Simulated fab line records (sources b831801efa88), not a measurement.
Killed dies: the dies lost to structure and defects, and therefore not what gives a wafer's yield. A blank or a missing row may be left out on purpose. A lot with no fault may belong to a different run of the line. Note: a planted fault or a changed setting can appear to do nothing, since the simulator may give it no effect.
fab line records / flow sfqLine
[record] lots = 6 wafers = 18 lastDay = 91
route steps=325 shown R5@222 I5@228
lots untouched by any fault: they come from a run of this same line in which no faults occurred
startH: hours from the record's opening day to when the first of the lot's shown wafers began / waitH: time in hours since the lot's previous step / " same as the row above / L1.1+2: one row covering several wafers at once / - either no value or no given start / * or withheld: withheld / < > ~ a bound
route shown NAME@n: NAME is a module with steps in the file, n the number in the route of the first one / usual: mean/standard deviation of fault-free wafers / same: alike in all rows / chamber/n: place in a boat / sites: the reading at each site / _std_site: the standard deviation of these / _edge_site: mean of outer sites minus mean of inner sites / radiusMm: for every site, how far away it sits from the centre of the wafer / mask NAME#n: copy n / behind: the tool/chamber that last shaped the wafer / hold: why the lot went on hold/how many hours it stayed there/how the hold came to an end / device: transistor that didn't switch, given as n, p or np / end of line: the same wafers' tests at the end of the route / where a step has no rows: the recipe by itself / killed: at the first sort, the dies lost to defects and structure; wafer yield is something else / map: per-die view of a wafer (x killed, . not killed, _ where there is no die)
set.NAME: setting as actually run; set.NAME@STEP: the setting as run at that earlier step / model.NAME: the simulator's own value behind a step, which no gauge read
certain route steps with their lots: each step a table, each wafer a row
services: the hour from which a tool's chamber was out of use, counted from the record's first day as startH (under 0 if before that day), plus the number of hours and why
[[steps]]
[step SFQ_TRILAYER_R5_LITHO_DEVELOP_138]
[recipe] timeS = 60 resist = KrF
[step SFQ_R5_OVL_MEAS_935]
[usual] R5_OVL = 1/5.4
lot.wafer=L303.2 tool=overlay-02 chamber=- startH=1474.73 waitH=0.1 R5_OVL[nm]=-3
lot.wafer=L303.3 tool=overlay-02 chamber=- startH=1474.73 waitH=0.1 R5_OVL[nm]=-5
lot.wafer=L303.5 tool=overlay-02 chamber=- startH=1474.73 waitH=0.1 R5_OVL[nm]=0
lot.wafer=L306.1 tool=overlay-01 chamber=- startH=1492.85 waitH=0.1 R5_OVL[nm]=-1
lot.wafer=L306.2 tool=overlay-01 chamber=- startH=1492.85 waitH=0.1 R5_OVL[nm]=-1
lot.wafer=L306.5 tool=overlay-01 chamber=- startH=1492.85 waitH=0.1 R5_OVL[nm]=-3
lot.wafer=L315.3 tool=overlay-02 chamber=- startH=1574.49 waitH=0.1 R5_OVL[nm]=-3
lot.wafer=L315.4 tool=overlay-02 chamber=- startH=1574.49 waitH=0.1 R5_OVL[nm]=5
lot.wafer=L315.6 tool=overlay-02 chamber=- startH=1574.49 waitH=0.1 R5_OVL[nm]=6
lot.wafer=L316.1 tool=overlay-01 chamber=- startH=1580.19 waitH=0.1 R5_OVL[nm]=-4
lot.wafer=L316.4 tool=overlay-01 chamber=- startH=1580.19 waitH=0.1 R5_OVL[nm]=2
lot.wafer=L316.6 tool=overlay-01 chamber=- startH=1580.19 waitH=0.1 R5_OVL[nm]=-7
lot.wafer=L318.2 tool=overlay-01 chamber=- startH=1588.59 waitH=0.1 R5_OVL[nm]=8
lot.wafer=L318.3 tool=overlay-01 chamber=- startH=1588.59 waitH=0.1 R5_OVL[nm]=4
lot.wafer=L318.5 tool=overlay-01 chamber=- startH=1588.59 waitH=0.1 R5_OVL[nm]=5
lot.wafer=L324.1 tool=overlay-02 chamber=- startH=1637.84 waitH=0.1 R5_OVL[nm]=5
lot.wafer=L324.4 tool=overlay-02 chamber=- startH=1637.84 waitH=0.1 R5_OVL[nm]=9
lot.wafer=L324.6 tool=overlay-02 chamber=- startH=1637.84 waitH=0.1 R5_OVL[nm]=6
[step SFQ_TRILAYER_R5_BARC_OPEN_METAL_ETCH_177]
[recipe] maskMaterial = PR chemistry = O2 targetDepthNm = 125 target = BARC icpW = 600 biasW = 80 pressureMtorr = 10 timeS = 41.7
[usual] drypumpMotorCurrentA = 5.7/0.51 oesProductAu = 0.684/0.0043
lot.wafer=L303.2 tool=rieMetal-03 chamber=0 startH=1474.76 waitH=0.0 drypumpMotorCurrentA=5.5 oesProductAu=0.680 rfHoursCounterH=41
lot.wafer=L303.3 tool=rieMetal-03 chamber=1 startH=1474.76 waitH=0.0 drypumpMotorCurrentA=5.2 oesProductAu=0.686 rfHoursCounterH=-
lot.wafer=L303.5 tool=rieMetal-03 chamber=1 startH=1474.76 waitH=0.0 drypumpMotorCurrentA=5.2 oesProductAu=0.674 rfHoursCounterH=-
lot.wafer=L306.1 tool=rieMetal-04 chamber=0 startH=1492.88 waitH=0.0 drypumpMotorCurrentA=6.2 oesProductAu=0.688 rfHoursCounterH=85
lot.wafer=L306.2 tool=rieMetal-04 chamber=1 startH=1492.88 waitH=0.0 drypumpMotorCurrentA=6.2 oesProductAu=0.685 rfHoursCounterH=10
lot.wafer=L306.5 tool=rieMetal-04 chamber=0 startH=1492.88 waitH=0.0 drypumpMotorCurrentA=6.1 oesProductAu=0.685 rfHoursCounterH=-
lot.wafer=L315.3 tool=rieMetal-04 chamber=0 startH=1574.53 waitH=0.0 drypumpMotorCurrentA=6.1 oesProductAu=0.685 rfHoursCounterH=-
lot.wafer=L315.4 tool=rieMetal-04 chamber=1 startH=1574.53 waitH=0.0 drypumpMotorCurrentA=6.2 oesProductAu=0.685 rfHoursCounterH=-
lot.wafer=L315.6 tool=rieMetal-04 chamber=1 startH=1574.53 waitH=0.0 drypumpMotorCurrentA=6.2 oesProductAu=0.683 rfHoursCounterH=-
lot.wafer=L316.1 tool=rieMetal-03 chamber=1 startH=1580.22 waitH=0.0 drypumpMotorCurrentA=5.3 oesProductAu=0.682 rfHoursCounterH=26
lot.wafer=L316.4 tool=rieMetal-03 chamber=0 startH=1580.22 waitH=0.0 drypumpMotorCurrentA=5.5 oesProductAu=0.691 rfHoursCounterH=-
lot.wafer=L316.6 tool=rieMetal-03 chamber=0 startH=1580.22 waitH=0.0 drypumpMotorCurrentA=5.5 oesProductAu=0.686 rfHoursCounterH=-
lot.wafer=L318.2 tool=rieMetal-02 chamber=1 startH=1588.64 waitH=0.0 drypumpMotorCurrentA=5.1 oesProductAu=0.683 rfHoursCounterH=-
lot.wafer=L318.3 tool=rieMetal-02 chamber=1 startH=1588.64 waitH=0.0 drypumpMotorCurrentA=5.1 oesProductAu=0.686 rfHoursCounterH=-
lot.wafer=L318.5 tool=rieMetal-02 chamber=1 startH=1588.64 waitH=0.0 drypumpMotorCurrentA=5.1 oesProductAu=0.684 rfHoursCounterH=-
lot.wafer=L324.1 tool=rieMetal-03 chamber=1 startH=1637.87 waitH=0.0 drypumpMotorCurrentA=5.2 oesProductAu=0.683 rfHoursCounterH=33
lot.wafer=L324.4 tool=rieMetal-03 chamber=1 startH=1637.87 waitH=0.0 drypumpMotorCurrentA=5.2 oesProductAu=0.675 rfHoursCounterH=-
lot.wafer=L324.6 tool=rieMetal-03 chamber=0 startH=1637.87 waitH=0.0 drypumpMotorCurrentA=5.5 oesProductAu=0.689 rfHoursCounterH=-
[step SFQ_TRILAYER_R5_ETCH_METAL_ETCH_139]
[recipe] stopOn = SiO2 maskMaterial = PR chemistry = Cl2 targetDepthNm = 60 icpW = 600 biasW = 80 pressureMtorr = 10 timeS = 40
[usual] drypumpMotorCurrentA = 5.7/0.51 oesProductAu = 0.991/0.0075
lot.wafer=L303.2 tool=rieMetal-03 chamber=0 startH=1474.82 waitH=0.0 drypumpMotorCurrentA=5.5 oesProductAu=0.996 rfHoursCounterH=41
lot.wafer=L303.3 tool=rieMetal-03 chamber=1 startH=1474.82 waitH=0.0 drypumpMotorCurrentA=5.2 oesProductAu=0.987 rfHoursCounterH=-
lot.wafer=L303.5 tool=rieMetal-03 chamber=1 startH=1474.82 waitH=0.0 drypumpMotorCurrentA=5.2 oesProductAu=0.989 rfHoursCounterH=-
lot.wafer=L306.1 tool=rieMetal-04 chamber=0 startH=1492.94 waitH=0.0 drypumpMotorCurrentA=6.2 oesProductAu=0.995 rfHoursCounterH=85
lot.wafer=L306.2 tool=rieMetal-04 chamber=1 startH=1492.94 waitH=0.0 drypumpMotorCurrentA=6.2 oesProductAu=1.003 rfHoursCounterH=10
lot.wafer=L306.5 tool=rieMetal-04 chamber=0 startH=1492.94 waitH=0.0 drypumpMotorCurrentA=6.2 oesProductAu=0.992 rfHoursCounterH=-
lot.wafer=L315.3 tool=rieMetal-04 chamber=0 startH=1574.59 waitH=0.0 drypumpMotorCurrentA=6.2 oesProductAu=1.005 rfHoursCounterH=-
lot.wafer=L315.4 tool=rieMetal-04 chamber=1 startH=1574.59 waitH=0.0 drypumpMotorCurrentA=6.2 oesProductAu=0.997 rfHoursCounterH=-
lot.wafer=L315.6 tool=rieMetal-04 chamber=1 startH=1574.59 waitH=0.0 drypumpMotorCurrentA=6.2 oesProductAu=1.000 rfHoursCounterH=-
lot.wafer=L316.1 tool=rieMetal-03 chamber=1 startH=1580.28 waitH=0.0 drypumpMotorCurrentA=5.2 oesProductAu=0.979 rfHoursCounterH=26
lot.wafer=L316.4 tool=rieMetal-03 chamber=0 startH=1580.28 waitH=0.0 drypumpMotorCurrentA=5.5 oesProductAu=0.992 rfHoursCounterH=-
lot.wafer=L316.6 tool=rieMetal-03 chamber=0 startH=1580.28 waitH=0.0 drypumpMotorCurrentA=5.5 oesProductAu=0.993 rfHoursCounterH=-
lot.wafer=L318.2 tool=rieMetal-02 chamber=1 startH=1588.76 waitH=0.1 drypumpMotorCurrentA=5.1 oesProductAu=0.994 rfHoursCounterH=-
lot.wafer=L318.3 tool=rieMetal-02 chamber=1 startH=1588.76 waitH=0.1 drypumpMotorCurrentA=5.1 oesProductAu=0.990 rfHoursCounterH=-
lot.wafer=L318.5 tool=rieMetal-02 chamber=1 startH=1588.76 waitH=0.1 drypumpMotorCurrentA=5.0 oesProductAu=0.979 rfHoursCounterH=-
lot.wafer=L324.1 tool=rieMetal-03 chamber=1 startH=1637.93 waitH=0.0 drypumpMotorCurrentA=5.2 oesProductAu=0.977 rfHoursCounterH=33
lot.wafer=L324.4 tool=rieMetal-03 chamber=1 startH=1637.93 waitH=0.0 drypumpMotorCurrentA=5.3 oesProductAu=0.996 rfHoursCounterH=-
lot.wafer=L324.6 tool=rieMetal-03 chamber=0 startH=1637.93 waitH=0.0 drypumpMotorCurrentA=5.5 oesProductAu=0.994 rfHoursCounterH=-
[step SFQ_TRILAYER_R5_STRIP_STRIP_140]
[recipe] gas = O2 powerW = 200 platenTempC = 40 overashFraction = 0.65 chemistry = O2 pressureMtorr = 50
[usual] drypumpMotorCurrentA = 5.7/0.51 oesProductAu = 1.002/0.0098
[same] overashFraction = 0.65
lot.wafer=L303.2 tool=rieMetal-03 chamber=0 startH=1474.88 waitH=0.0 drypumpMotorCurrentA=5.5 oesProductAu=1.012 rfHoursCounterH=41
lot.wafer=L303.3 tool=rieMetal-03 chamber=1 startH=1474.88 waitH=0.0 drypumpMotorCurrentA=5.3 oesProductAu=0.976 rfHoursCounterH=-
lot.wafer=L303.5 tool=rieMetal-03 chamber=1 startH=1474.88 waitH=0.0 drypumpMotorCurrentA=5.3 oesProductAu=0.989 rfHoursCounterH=-
lot.wafer=L306.1 tool=rieMetal-04 chamber=0 startH=1493.00 waitH=0.0 drypumpMotorCurrentA=6.2 oesProductAu=1.003 rfHoursCounterH=85
lot.wafer=L306.2 tool=rieMetal-04 chamber=1 startH=1493.00 waitH=0.0 drypumpMotorCurrentA=6.2 oesProductAu=1.007 rfHoursCounterH=10
lot.wafer=L306.5 tool=rieMetal-04 chamber=0 startH=1493.00 waitH=0.0 drypumpMotorCurrentA=6.2 oesProductAu=1.002 rfHoursCounterH=-
lot.wafer=L315.3 tool=rieMetal-04 chamber=0 startH=1574.83 waitH=0.2 drypumpMotorCurrentA=6.2 oesProductAu=1.008 rfHoursCounterH=-
lot.wafer=L315.4 tool=rieMetal-04 chamber=1 startH=1574.83 waitH=0.2 drypumpMotorCurrentA=6.2 oesProductAu=1.020 rfHoursCounterH=-
lot.wafer=L315.6 tool=rieMetal-04 chamber=1 startH=1574.83 waitH=0.2 drypumpMotorCurrentA=6.2 oesProductAu=1.015 rfHoursCounterH=-
lot.wafer=L316.1 tool=rieMetal-03 chamber=1 startH=1580.34 waitH=0.0 drypumpMotorCurrentA=5.2 oesProductAu=0.990 rfHoursCounterH=26
lot.wafer=L316.4 tool=rieMetal-03 chamber=0 startH=1580.34 waitH=0.0 drypumpMotorCurrentA=5.5 oesProductAu=1.001 rfHoursCounterH=-
lot.wafer=L316.6 tool=rieMetal-03 chamber=0 startH=1580.34 waitH=0.0 drypumpMotorCurrentA=5.5 oesProductAu=0.997 rfHoursCounterH=-
lot.wafer=L318.2 tool=rieMetal-02 chamber=1 startH=1589.06 waitH=0.3 drypumpMotorCurrentA=5.1 oesProductAu=1.013 rfHoursCounterH=-
lot.wafer=L318.3 tool=rieMetal-02 chamber=1 startH=1589.06 waitH=0.3 drypumpMotorCurrentA=5.0 oesProductAu=1.007 rfHoursCounterH=-
lot.wafer=L318.5 tool=rieMetal-02 chamber=1 startH=1589.06 waitH=0.3 drypumpMotorCurrentA=5.1 oesProductAu=0.996 rfHoursCounterH=-
lot.wafer=L324.1 tool=rieMetal-03 chamber=1 startH=1637.99 waitH=0.0 drypumpMotorCurrentA=5.2 oesProductAu=0.990 rfHoursCounterH=34
lot.wafer=L324.4 tool=rieMetal-03 chamber=1 startH=1637.99 waitH=0.0 drypumpMotorCurrentA=5.2 oesProductAu=1.001 rfHoursCounterH=-
lot.wafer=L324.6 tool=rieMetal-03 chamber=0 startH=1637.99 waitH=0.0 drypumpMotorCurrentA=5.5 oesProductAu=1.010 rfHoursCounterH=-
[step SFQ_TRILAYER_R5_STRIP_SOLV_CLEAN_141]
[recipe] chemistry = NMP tempC = 70 timeS = 600
[step SFQ_TRILAYER_A5C_DEP_PECVD_142]
[recipe] material = SiO2 tempC = 150 timeS = 15.556 pressureTorr = 2.4 rfW = 183.3 precursor = SiH4/N2O targetThkNm = 70
[usual] chamberPressureTorr = 2.401/0.005 heaterPowerW = 83/8.6 throttleValvePct = 25.8/1.4
lot.wafer=L303.2 tool=pecvd-04 chamber=0 startH=1475.65 waitH=0.0 chamberPressureTorr=2.396 heaterPowerW=66 sinceWetCleanH=898 throttleValvePct=26.5
lot.wafer=L303.3 tool=pecvd-04 chamber=1 startH=1475.65 waitH=0.0 chamberPressureTorr=2.395 heaterPowerW=78 sinceWetCleanH=898 throttleValvePct=27.2
lot.wafer=L303.5 tool=pecvd-04 chamber=0 startH=1475.65 waitH=0.0 chamberPressureTorr=2.398 heaterPowerW=65 sinceWetCleanH=- throttleValvePct=26.4
lot.wafer=L306.1 tool=pecvd-03 chamber=2 startH=1493.78 waitH=0.0 chamberPressureTorr=2.404 heaterPowerW=93 sinceWetCleanH=1286 throttleValvePct=24.0
lot.wafer=L306.2 tool=pecvd-03 chamber=1 startH=1493.78 waitH=0.0 chamberPressureTorr=2.404 heaterPowerW=88 sinceWetCleanH=1286 throttleValvePct=27.1
lot.wafer=L306.5 tool=pecvd-03 chamber=2 startH=1493.78 waitH=0.0 chamberPressureTorr=2.392 heaterPowerW=93 sinceWetCleanH=- throttleValvePct=24.1
lot.wafer=L315.3 tool=pecvd-04 chamber=2 startH=1575.41 waitH=0.0 chamberPressureTorr=2.405 heaterPowerW=92 sinceWetCleanH=998 throttleValvePct=24.9
lot.wafer=L315.4 tool=pecvd-04 chamber=2 startH=1575.41 waitH=0.0 chamberPressureTorr=2.402 heaterPowerW=90 sinceWetCleanH=- throttleValvePct=24.7
lot.wafer=L315.6 tool=pecvd-04 chamber=0 startH=1575.41 waitH=0.0 chamberPressureTorr=2.403 heaterPowerW=65 sinceWetCleanH=- throttleValvePct=27.0
lot.wafer=L316.1 tool=pecvd-03 chamber=1 startH=1581.12 waitH=0.0 chamberPressureTorr=2.410 heaterPowerW=83 sinceWetCleanH=1373 throttleValvePct=26.7
lot.wafer=L316.4 tool=pecvd-03 chamber=0 startH=1581.12 waitH=0.0 chamberPressureTorr=2.401 heaterPowerW=88 sinceWetCleanH=- throttleValvePct=26.3
lot.wafer=L316.6 tool=pecvd-03 chamber=1 startH=1581.12 waitH=0.0 chamberPressureTorr=2.401 heaterPowerW=84 sinceWetCleanH=- throttleValvePct=27.1
lot.wafer=L318.2 tool=pecvd-04 chamber=1 startH=1590.23 waitH=0.0 chamberPressureTorr=2.404 heaterPowerW=85 sinceWetCleanH=1012 throttleValvePct=27.7
lot.wafer=L318.3 tool=pecvd-04 chamber=2 startH=1590.23 waitH=0.0 chamberPressureTorr=2.400 heaterPowerW=84 sinceWetCleanH=- throttleValvePct=25.1
lot.wafer=L318.5 tool=pecvd-04 chamber=2 startH=1590.23 waitH=0.0 chamberPressureTorr=2.397 heaterPowerW=80 sinceWetCleanH=- throttleValvePct=24.6
lot.wafer=L324.1 tool=pecvd-04 chamber=0 startH=1638.94 waitH=0.0 chamberPressureTorr=2.401 heaterPowerW=61 sinceWetCleanH=1061 throttleValvePct=26.9
lot.wafer=L324.4 tool=pecvd-04 chamber=0 startH=1638.94 waitH=0.0 chamberPressureTorr=2.395 heaterPowerW=63 sinceWetCleanH=- throttleValvePct=27.0
lot.wafer=L324.6 tool=pecvd-04 chamber=1 startH=1638.94 waitH=0.0 chamberPressureTorr=2.400 heaterPowerW=79 sinceWetCleanH=- throttleValvePct=27.7
[step SFQ_TRILAYER_I5_LITHO_COAT_149]
[recipe] resist = BARC spinRpm = 3000 resistThkNm = 62
[step SFQ_TRILAYER_I5_LITHO_COAT_144]
[recipe] resist = KrF spinRpm = 3000 resistThkNm = 650
[step SFQ_TRILAYER_I5_LITHO_SOFTBAKE_148]
[recipe] tempC = withheld timeS = withheld resist = KrF
[step SFQ_TRILAYER_I5_LITHO_EXPOSE_145]
[recipe] maskId = I5 na = 0.6 sourceShape = conventional sigmaOuter = 0.65 targetCdNm = 700 doseMj = 21.3
[step SFQ_TRILAYER_I5_LITHO_PEB_147]
[recipe] pebTempC = 115 pebTimeS = 60 resist = KrF
[step SFQ_TRILAYER_I5_LITHO_DEVELOP_146]
[recipe] timeS = 60 resist = KrF
[usual] chillPlateTempC = 22.99/0.1 exhaustPa = 45.1/0.81
lot.wafer=L303.2 tool=lithoTrack-01 chamber=0 startH=1477.80 waitH=0.1 chillPlateTempC=23.04 exhaustPa=46.3 model.KrF_of_TRILAYER_I5_LITHO_COAT_144.thkNm=623.6
lot.wafer=L303.3 tool=lithoTrack-01 chamber=0 startH=1477.80 waitH=0.1 chillPlateTempC=23.00 exhaustPa=45.8 model.KrF_of_TRILAYER_I5_LITHO_COAT_144.thkNm=628.8
lot.wafer=L303.5 tool=lithoTrack-01 chamber=0 startH=1477.80 waitH=0.1 chillPlateTempC=22.92 exhaustPa=45.5 model.KrF_of_TRILAYER_I5_LITHO_COAT_144.thkNm=625.6
lot.wafer=L306.1 tool=lithoTrack-04 chamber=0 startH=1495.90 waitH=0.1 chillPlateTempC=22.87 exhaustPa=44.0 model.KrF_of_TRILAYER_I5_LITHO_COAT_144.thkNm=625.9
lot.wafer=L306.2 tool=lithoTrack-04 chamber=0 startH=1495.90 waitH=0.1 chillPlateTempC=23.03 exhaustPa=44.9 model.KrF_of_TRILAYER_I5_LITHO_COAT_144.thkNm=626
lot.wafer=L306.5 tool=lithoTrack-04 chamber=0 startH=1495.90 waitH=0.1 chillPlateTempC=22.86 exhaustPa=43.9 model.KrF_of_TRILAYER_I5_LITHO_COAT_144.thkNm=626
lot.wafer=L315.3 tool=lithoTrack-04 chamber=- startH=1577.69 waitH=0.1 chillPlateTempC=- exhaustPa=- model.KrF_of_TRILAYER_I5_LITHO_COAT_144.thkNm=651.5
lot.wafer=L315.4 tool=lithoTrack-04 chamber=- startH=1577.69 waitH=0.1 chillPlateTempC=- exhaustPa=- model.KrF_of_TRILAYER_I5_LITHO_COAT_144.thkNm=651.7
lot.wafer=L315.6 tool=lithoTrack-04 chamber=- startH=1577.69 waitH=0.1 chillPlateTempC=- exhaustPa=- model.KrF_of_TRILAYER_I5_LITHO_COAT_144.thkNm=651
lot.wafer=L316.1 tool=lithoTrack-01 chamber=- startH=1583.37 waitH=0.1 chillPlateTempC=- exhaustPa=- model.KrF_of_TRILAYER_I5_LITHO_COAT_144.thkNm=649.1
lot.wafer=L316.4 tool=lithoTrack-01 chamber=- startH=1583.37 waitH=0.1 chillPlateTempC=- exhaustPa=- model.KrF_of_TRILAYER_I5_LITHO_COAT_144.thkNm=651.2
lot.wafer=L316.6 tool=lithoTrack-01 chamber=- startH=1583.37 waitH=0.1 chillPlateTempC=- exhaustPa=- model.KrF_of_TRILAYER_I5_LITHO_COAT_144.thkNm=649
lot.wafer=L318.2 tool=lithoTrack-01 chamber=0 startH=1592.40 waitH=0.1 chillPlateTempC=22.95 exhaustPa=44.8 model.KrF_of_TRILAYER_I5_LITHO_COAT_144.thkNm=624.9
lot.wafer=L318.3 tool=lithoTrack-01 chamber=0 startH=1592.40 waitH=0.1 chillPlateTempC=22.99 exhaustPa=45.0 model.KrF_of_TRILAYER_I5_LITHO_COAT_144.thkNm=626.4
lot.wafer=L318.5 tool=lithoTrack-01 chamber=0 startH=1592.40 waitH=0.1 chillPlateTempC=23.00 exhaustPa=44.8 model.KrF_of_TRILAYER_I5_LITHO_COAT_144.thkNm=623.1
lot.wafer=L324.1 tool=lithoTrack-04 chamber=0 startH=1641.07 waitH=0.1 chillPlateTempC=23.12 exhaustPa=44.7 model.KrF_of_TRILAYER_I5_LITHO_COAT_144.thkNm=622.3
lot.wafer=L324.4 tool=lithoTrack-04 chamber=0 startH=1641.07 waitH=0.1 chillPlateTempC=23.02 exhaustPa=44.4 model.KrF_of_TRILAYER_I5_LITHO_COAT_144.thkNm=621.7
lot.wafer=L324.6 tool=lithoTrack-04 chamber=0 startH=1641.07 waitH=0.1 chillPlateTempC=22.90 exhaustPa=44.0 model.KrF_of_TRILAYER_I5_LITHO_COAT_144.thkNm=623.4
[step SFQ_I5_OVL_MEAS_936]
[usual] I5_OVL = 4/5.2
lot.wafer=L303.2 tool=overlay-02 chamber=- startH=1477.93 waitH=0.1 I5_OVL[nm]=8
lot.wafer=L303.3 tool=overlay-02 chamber=- startH=1477.93 waitH=0.1 I5_OVL[nm]=13
lot.wafer=L303.5 tool=overlay-02 chamber=- startH=1477.93 waitH=0.1 I5_OVL[nm]=8
lot.wafer=L306.1 tool=overlay-02 chamber=- startH=1496.05 waitH=0.1 I5_OVL[nm]=11
lot.wafer=L306.2 tool=overlay-02 chamber=- startH=1496.05 waitH=0.1 I5_OVL[nm]=14
lot.wafer=L306.5 tool=overlay-02 chamber=- startH=1496.05 waitH=0.1 I5_OVL[nm]=12
lot.wafer=L315.3 tool=overlay-01 chamber=- startH=1577.80 waitH=0.1 I5_OVL[nm]=-
lot.wafer=L315.4 tool=overlay-01 chamber=- startH=1577.80 waitH=0.1 I5_OVL[nm]=-
lot.wafer=L315.6 tool=overlay-01 chamber=- startH=1577.80 waitH=0.1 I5_OVL[nm]=-
lot.wafer=L316.1 tool=overlay-02 chamber=- startH=1583.52 waitH=0.1 I5_OVL[nm]=-
lot.wafer=L316.4 tool=overlay-02 chamber=- startH=1583.52 waitH=0.1 I5_OVL[nm]=-
lot.wafer=L316.6 tool=overlay-02 chamber=- startH=1583.52 waitH=0.1 I5_OVL[nm]=-
lot.wafer=L318.2 tool=overlay-02 chamber=- startH=1592.53 waitH=0.1 I5_OVL[nm]=4
lot.wafer=L318.3 tool=overlay-02 chamber=- startH=1592.53 waitH=0.1 I5_OVL[nm]=7
lot.wafer=L318.5 tool=overlay-02 chamber=- startH=1592.53 waitH=0.1 I5_OVL[nm]=7
lot.wafer=L324.1 tool=overlay-01 chamber=- startH=1641.22 waitH=0.1 I5_OVL[nm]=9
lot.wafer=L324.4 tool=overlay-01 chamber=- startH=1641.22 waitH=0.1 I5_OVL[nm]=4
lot.wafer=L324.6 tool=overlay-01 chamber=- startH=1641.22 waitH=0.1 I5_OVL[nm]=2
[[services]]
tool=pecvd-04 chamber=- startH=1453.62 hours=0.5 kind=repair
tool=pecvd-03 chamber=- startH=1461.16 hours=0.4 kind=repair
tool=rieMetal-04 chamber=1 startH=1474.47 hours=11.9 kind=repair
tool=rieMetal-03 chamber=0 startH=1514.09 hours=16.6 kind=repair
tool=pecvd-04 chamber=2 startH=1527.24 hours=6.9 kind=repair
tool=rieMetal-02 chamber=0 startH=1535.27 hours=1.0 kind=repair
tool=rieMetal-02 chamber=- startH=1536.34 hours=0.7 kind=repair
tool=rieMetal-04 chamber=- startH=1538.10 hours=2.8 kind=pm
tool=pecvd-03 chamber=- startH=1546.81 hours=2.5 kind=repair
tool=rieMetal-02 chamber=0 startH=1571.95 hours=20.8 kind=repair
tool=rieMetal-02 chamber=- startH=1574.88 hours=2.8 kind=pm
tool=pecvd-04 chamber=0 startH=1584.70 hours=10.7 kind=repair
tool=pecvd-04 chamber=- startH=1585.50 hours=0.5 kind=repair
tool=pecvd-03 chamber=1 startH=1594.18 hours=5.4 kind=repair
tool=pecvd-04 chamber=2 startH=1619.22 hours=17.0 kind=repair
[[key]]
[firstSign] step = SFQ_TRILAYER_I5_LITHO_DEVELOP_146 reading = toolRecord direction = missing
effect none on later readings
[modelEffect] step = SFQ_TRILAYER_I5_LITHO_DEVELOP_146 value = KrF_of_TRILAYER_I5_LITHO_COAT_144.thkNm without = 625.2 struck = 650.6
metAt SFQ_TRILAYER_I5_LITHO_DEVELOP_146
struckWafers L315.3,L315.4,L315.6,L316.1,L316.4,L316.6
onsetBetween 1495.90 1577.69
[fault] kind = skippedStepWhole tool = lithoTrack-01,lithoTrack-04 chamber = - onsetH = 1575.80 steps = SFQ_TRILAYER_I5_LITHO_DEVELOP_146 scope = struckLotsOnly
